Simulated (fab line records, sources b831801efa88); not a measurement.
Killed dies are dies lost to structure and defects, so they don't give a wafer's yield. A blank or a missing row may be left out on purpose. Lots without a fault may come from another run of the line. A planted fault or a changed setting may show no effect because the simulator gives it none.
A struck lot beside a sound one | flow sfq_line | 42 steps out of a route of 325
Sound: wafers L314.2, L314.4, L314.5. Struck: wafer L304.1. (L304.2, L304.3 of the same lot were not struck and are left out.) The cause comes at the end.
At each step with rows: each side's tool, then ch and its chambers, then its first start. Under that, the readings that differ: sound wafers | struck wafers | difference of the means | sigmas: that difference in standard deviations of wafers without a fault.
alike: readings whose means differ by less than 2 such deviations, and words and numbers that are the same on both sides. not compared: withheld readings, readings that some wafer has no value for, bounds like >300 that may hide the same value, and numbers for which the record gives no deviation and whose values overlap.
The two part at a step that has a row with sigmas, a row that says differs or no value, or rows on one side only. Numbers that don't overlap but have no deviation are shown without sigmas and don't part them. A reading that every wafer of one side lacks parts them only if that side has two wafers or more.

first, 6 steps without rows for these wafers: SFQ_TRILAYER_I6_VIA_LITHO_COAT_174 (resist thk 62 nm); SFQ_TRILAYER_I6_VIA_LITHO_COAT_169 (resist thk 650 nm); SFQ_TRILAYER_I6_VIA_LITHO_SOFTBAKE_173; SFQ_TRILAYER_I6_VIA_LITHO_EXPOSE_170 (exposes mask I6, target cd 700 nm); SFQ_TRILAYER_I6_VIA_LITHO_PEB_172 (peb time 60 s); SFQ_TRILAYER_I6_VIA_LITHO_DEVELOP_171 (time 60 s).
SFQ_I6_OVL_MEAS_942:
  sound on overlay-02, day 79 15:34; struck on overlay-01, day 73 07:41
  alike: I6_OVL
SFQ_TRILAYER_I6_VIA_BARC_OPEN_VIA_ETCH_235: etches BARC in O2, target depth 125 nm, time 41.7 s.
  sound on rie_diel-04 ch 0,1, day 79 15:35; struck on rie_diel-04 ch 3, day 73 07:43
  alike: drypump_motor_current_A, oes_product_au
  not compared: rf_hours_counter_h
then, 4 steps without rows for these wafers: SFQ_TRILAYER_I6_VIA_ETCH_VIA_ETCH_172 (etches SiO2 in CHF3, stops on Nb, target depth 260 nm); SFQ_TRILAYER_I6_VIA_STRIP_STRIP_173 (strips in O2); SFQ_TRILAYER_I6_VIA_STRIP_SOLV_CLEAN_174 (cleans in NMP, time 600 s); SFQ_TRILAYER_M7_DEP_PRE_CLEAN_176 (time 22.5 s).
SFQ_TRILAYER_M7_DEP_SPUTTER_175: material Nb, target thk 200 nm, time 133.3 s.
  sound on pvd_sputter-06, day 79 16:33; struck on pvd_sputter-05, day 73 08:40
  reading                                             | sound             | struck | difference | sigmas
  model.Nb_of_TRILAYER_M7_DEP_SPUTTER_175.thk_nm (nm) | 202.8 201.3 201.5 | 273.2  | +71.3      |
  alike: throttle_valve_pct
SFQ_M7_RS_MEAS_943: measures by four-point-probe.
  sound on film_metro-04, day 79 16:40; struck on film_metro-01, day 73 08:46
  reading           | sound             | struck | difference | sigmas
  M7_NB_RS (ohm/sq) | 0.876 0.883 0.884 | 0.649  | -0.232     | -32
then, 6 steps without rows for these wafers: SFQ_TRILAYER_M7_LITHO_COAT_182 (resist thk 62 nm); SFQ_TRILAYER_M7_LITHO_COAT_177 (resist thk 600 nm); SFQ_TRILAYER_M7_LITHO_SOFTBAKE_181; SFQ_TRILAYER_M7_LITHO_EXPOSE_178 (exposes mask M7, target cd 500 nm); SFQ_TRILAYER_M7_LITHO_PEB_180 (peb time 60 s); SFQ_TRILAYER_M7_LITHO_DEVELOP_179 (time 60 s).
SFQ_M7_OVL_MEAS_945:
  sound on overlay-02, day 79 19:04; struck on overlay-02, day 73 13:44
  alike: M7_OVL
SFQ_TRILAYER_M7_BARC_OPEN_METAL_ETCH_229: etches BARC in O2, target depth 125 nm, time 41.7 s.
  sound on rie_metal-03 ch 1, day 79 19:06; struck on rie_metal-04 ch 0, day 73 13:46
  reading                     | sound       | struck | difference | sigmas
  drypump_motor_current_A (A) | 5.0 5.0 5.0 | 6.2    | +1.2       | +2
  alike: oes_product_au
  not compared: rf_hours_counter_h
SFQ_TRILAYER_M7_ETCH_METAL_ETCH_180: etches Nb in Cl2/Ar, stops on SiO2, target depth 240 nm, time 120 s.
  sound on rie_metal-03 ch 1, day 79 19:10; struck on rie_metal-04 ch 0, day 73 13:50
  reading                     | sound             | struck | difference | sigmas
  drypump_motor_current_A (A) | 5.0 5.0 5.0       | 6.2    | +1.2       | +2
  oes_product_au (a.u.)       | 0.890 0.899 0.898 | 0.988  | +0.092     | +14
  not compared: rf_hours_counter_h
SFQ_TRILAYER_M7_STRIP_STRIP_181: strips in O2.
  sound on rie_metal-03 ch 1, day 79 19:17; struck on rie_metal-04 ch 0, day 73 13:58
  reading                     | sound       | struck | difference | sigmas
  drypump_motor_current_A (A) | 5.0 5.0 5.0 | 6.2    | +1.2       | +2
  alike: oes_product_au
  not compared: rf_hours_counter_h
then, 2 steps without rows for these wafers: SFQ_TRILAYER_M7_STRIP_SOLV_CLEAN_182 (cleans in NMP, time 600 s); SFQ_TRILAYER_I7_DEP_PECVD_183 (deposits SiO2 from SiH4/N2O, time 111.11 s, target thk 500 nm).
SFQ_TRILAYER_I7_CMP_CMP_184: polishes SiO2.
  sound on cmp-02 ch 0,3, day 79 20:10; struck on cmp-02 ch 3, day 73 15:25
  alike: motor_current_A, slurry_flow_ml_min, time_to_endpoint_s
SFQ_I7_BOW_MEAS_946:
  sound on film_metro-01, day 79 23:11; struck on film_metro-01, day 73 17:55
  alike: I7_BOW
then, 7 steps without rows for these wafers: SFQ_TRILAYER_I7_METRO_MEASURE_185; SFQ_TRILAYER_I7_VIA_LITHO_COAT_192 (resist thk 62 nm); SFQ_TRILAYER_I7_VIA_LITHO_COAT_187 (resist thk 650 nm); SFQ_TRILAYER_I7_VIA_LITHO_SOFTBAKE_191; SFQ_TRILAYER_I7_VIA_LITHO_EXPOSE_188 (exposes mask I7, target cd 1000 nm); SFQ_TRILAYER_I7_VIA_LITHO_PEB_190 (peb time 60 s); SFQ_TRILAYER_I7_VIA_LITHO_DEVELOP_189 (time 60 s).
SFQ_I7_OVL_MEAS_947:
  sound on overlay-02, day 80 04:40; struck on overlay-02, day 74 01:44
  alike: I7_OVL
then, 2 steps without rows for these wafers: SFQ_TRILAYER_I7_VIA_BARC_OPEN_VIA_ETCH_260 (etches BARC in O2, target depth 125 nm, time 41.7 s); SFQ_TRILAYER_I7_VIA_ETCH_VIA_ETCH_190 (etches SiO2 in CHF3, stops on Nb, target depth 260 nm).
SFQ_TRILAYER_I7_VIA_STRIP_STRIP_191: strips in O2.
  sound on rie_metal-03 ch 0,1, day 80 04:52; struck on rie_metal-01 ch 1, day 74 01:55
  alike: drypump_motor_current_A, oes_product_au
  not compared: rf_hours_counter_h
then, 2 steps without rows for these wafers: SFQ_TRILAYER_I7_VIA_STRIP_SOLV_CLEAN_192 (cleans in NMP, time 600 s); SFQ_TRILAYER_M8_LITHO_LOR_COAT_197.
SFQ_M8_BOW_MEAS_951:
  sound on film_metro-01, day 83 02:03; struck on film_metro-04, day 74 10:04
  reading                       | sound               | struck | difference | sigmas
  model.etest.m7.comb_log10_ohm | 12 12 12            | 0      | -12        |
  model.etest.m7.ohm_sq         | 0.877 0.8837 0.8829 | 0.6511 | -0.2301    |
  alike: M8_BOW

WHERE THEY PART
First at SFQ_M7_RS_MEAS_943; last, within this record, at SFQ_TRILAYER_M7_STRIP_STRIP_181. Later steps at which nothing parts them and some readings are alike: SFQ_TRILAYER_I7_CMP_CMP_184, SFQ_I7_BOW_MEAS_946, SFQ_I7_OVL_MEAS_947, SFQ_TRILAYER_I7_VIA_STRIP_STRIP_191, SFQ_M8_BOW_MEAS_951.

WHY: what the simulator had put in
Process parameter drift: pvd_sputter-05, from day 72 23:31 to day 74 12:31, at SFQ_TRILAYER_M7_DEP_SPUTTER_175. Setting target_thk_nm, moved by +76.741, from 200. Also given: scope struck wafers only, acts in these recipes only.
